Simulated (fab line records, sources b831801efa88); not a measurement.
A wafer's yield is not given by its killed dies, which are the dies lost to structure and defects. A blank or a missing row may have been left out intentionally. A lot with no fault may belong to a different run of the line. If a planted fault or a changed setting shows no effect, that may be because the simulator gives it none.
Split-lot experiment    flow sky130    on a route of 708 steps: 5 lots, 11 wafers read

## ABOUT THE SPLIT
At SKY_POLY_GATE_CVD_03 (deposits Si3N4 from DCS/NH3, target thk 75 nm, time 1290 s), the setting pressure_mtorr was moved away from the recipe's 250 mTorr on 5 of the 11 wafers read, by -10.9% to -5.1%. For the rest of the wafers, this setting stayed at what the recipe calls for.

## FROM THE SPLIT TO THE READING: what the file shows between them, 4 steps
- SKY_POLY_GATE_SOFTBAKE_09: time 90 s (also split here: temp_c)
- SKY_POLY_GATE_EXPOSE_10: exposes mask P1M, target cd 150 nm
- SKY_POLY_GATE_PEB_11
- SKY_POLY_GATE_ETCH_15: etches BARC in N2/H2, stops on SiO2, time 118.5 s, target depth 110 nm

## THE READING
etch.depth_nm (the simulator's own value, which no gauge read), in nm, at SKY_POLY_GATE_ETCH_16 (etches Si3N4 in CH3F/O2, stops on poly-Si, time 147.5 s, target depth 75 nm). The file gives no usual value for it. The 6 wafers here that ran the recipe average 75.31 nm, standard deviation 0.4 nm.

wafer   tool, chamber at the split  pressure_mtorr as run, mTorr  against the recipe  etch.depth_nm, nm  against lot-mates on the recipe
L077.2  lpcvd-02, 1                 250                           recipe              75.87              -
L077.3  lpcvd-02, 1                 250                           recipe              75.75              -
L077.5  lpcvd-02, 1                 250                           recipe              75.29              -
L080.3  -, -                        237.3                         -5.1%               73.32              no lot-mate on the recipe
L081.3  -, -                        230.3                         -7.9%               73.56              no lot-mate on the recipe
L082.2  -, -                        250                           recipe              74.84              -
L082.5  -, -                        250                           recipe              74.85              -
L082.6  -, -                        250                           recipe              75.25              -
L084.4  -, -                        222.8                         -10.9%              71.1               no lot-mate on the recipe
L084.5  -, -                        222.8                         -10.9%              71.36              no lot-mate on the recipe
L084.6  -, -                        222.8                         -10.9%              71.67              no lot-mate on the recipe

FIT RESULTS
A straight line over all 11 wafers: etch.depth_nm changes by +0.346 nm for each +1% of pressure_mtorr; r = +0.97; the points scatter about the line by 0.49 nm.
Too few moved wafers have a lot-mate on the recipe to fit a line with each lot's own level taken away.

## THE WHOLE CHAIN: every reading that the file lists as answering this split, in the file's order
step                   what it does                                                                 reading                                                                            change (the file's fit)                r (the file's)
SKY_POLY_GATE_CVD_03   deposits Si3N4 from DCS/NH3, target thk 75 nm, time 1290 s                   Si3N4_of_POLY_GATE_CVD_03.thk_nm (the simulator's own value, which no gauge read)  +0.308 nm for each +1% of the setting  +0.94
SKY_POLY_GATE_ETCH_16  etches Si3N4 in CH3F/O2, stops on poly-Si, time 147.5 s, target depth 75 nm  etch.depth_nm (the simulator's own value, which no gauge read)                     +0.346 nm for each +1% of the setting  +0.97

## FILE'S OWN FIT
etch.depth_nm changes by +0.346 nm for each +1% of pressure_mtorr, r = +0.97.
